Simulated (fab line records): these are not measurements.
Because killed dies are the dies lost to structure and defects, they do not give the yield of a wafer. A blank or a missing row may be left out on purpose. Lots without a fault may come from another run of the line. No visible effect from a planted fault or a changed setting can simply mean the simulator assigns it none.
Matching of chambers / flow gf180mcu / GF_V2_ETCH_16 on rieDiel-02 has 4 sister chambers
The step etches BARC in N2/H2. 4 wafers are shown with their chamber, then 12 later ones without.

== WAFERS WITH THEIR CHAMBER ==
wafer=L089.2; chamber=2; oesProductAu (a.u.)=0.848
wafer=L091.6; chamber=0; oesProductAu (a.u.)=0.852
wafer=L092.1; chamber=3; oesProductAu (a.u.)=0.854
wafer=L092.5; chamber=1; oesProductAu (a.u.)=0.852

== WAFERS WITH NO CHAMBER GIVEN ==
wafer=L093.3; oesProductAu (a.u.)=0.855
wafer=L093.4; oesProductAu (a.u.)=0.851
wafer=L093.6; oesProductAu (a.u.)=0.856
wafer=L095.2; oesProductAu (a.u.)=0.855
wafer=L095.3; oesProductAu (a.u.)=0.846
wafer=L095.4; oesProductAu (a.u.)=0.856
wafer=L096.2; oesProductAu (a.u.)=0.858
wafer=L096.3; oesProductAu (a.u.)=0.854
wafer=L096.4; oesProductAu (a.u.)=0.853
wafer=L097.1; oesProductAu (a.u.)=0.863
wafer=L097.2; oesProductAu (a.u.)=0.863
wafer=L097.6; oesProductAu (a.u.)=0.852

== CHAMBER TAKEN BY EACH ==
wafer=L093.3; from the rows above=can't be placed: 3 or 0 or 1 or 2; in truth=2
wafer=L093.4; from the rows above=can't be placed: 0 or 1 or 2 or 3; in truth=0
wafer=L093.6; from the rows above=can't be placed: 3 or 0 or 1 or 2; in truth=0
wafer=L095.2; from the rows above=can't be placed: 3 or 0 or 1 or 2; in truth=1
wafer=L095.3; from the rows above=can't be placed: 2 or 0 or 1 or 3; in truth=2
wafer=L095.4; from the rows above=can't be placed: 3 or 0 or 1 or 2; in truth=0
wafer=L096.2; from the rows above=can't be placed: 3 or 0 or 1 or 2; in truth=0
wafer=L096.3; from the rows above=can't be placed: 3 or 0 or 1 or 2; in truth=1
wafer=L096.4; from the rows above=can't be placed: 0 or 1 or 3 or 2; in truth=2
wafer=L097.1; from the rows above=can't be placed: 3 or 0 or 1 or 2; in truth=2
wafer=L097.2; from the rows above=can't be placed: 3 or 0 or 1 or 2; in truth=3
wafer=L097.6; from the rows above=can't be placed: 0 or 1 or 3 or 2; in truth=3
Correctly placed: 0 of 12. Unplaceable from these rows: 12, with the true chamber sitting among the candidates in 12. 0 placed wrongly.
How it was worked out, from the rows above alone: a wafer's distance from a chamber is the root of the sum, over the readings, of the square of ((its reading less the chamber's mean) divided by the reading's scatter). The wafer belongs to the nearest chamber; if the next one is less than 2 further off, it can't be placed. The mean given for a chamber averages the wafers shown for that chamber. The scatter: with one shown wafer a chamber, the root of the mean of the squares of how far each hidden wafer lies from its nearest shown one.
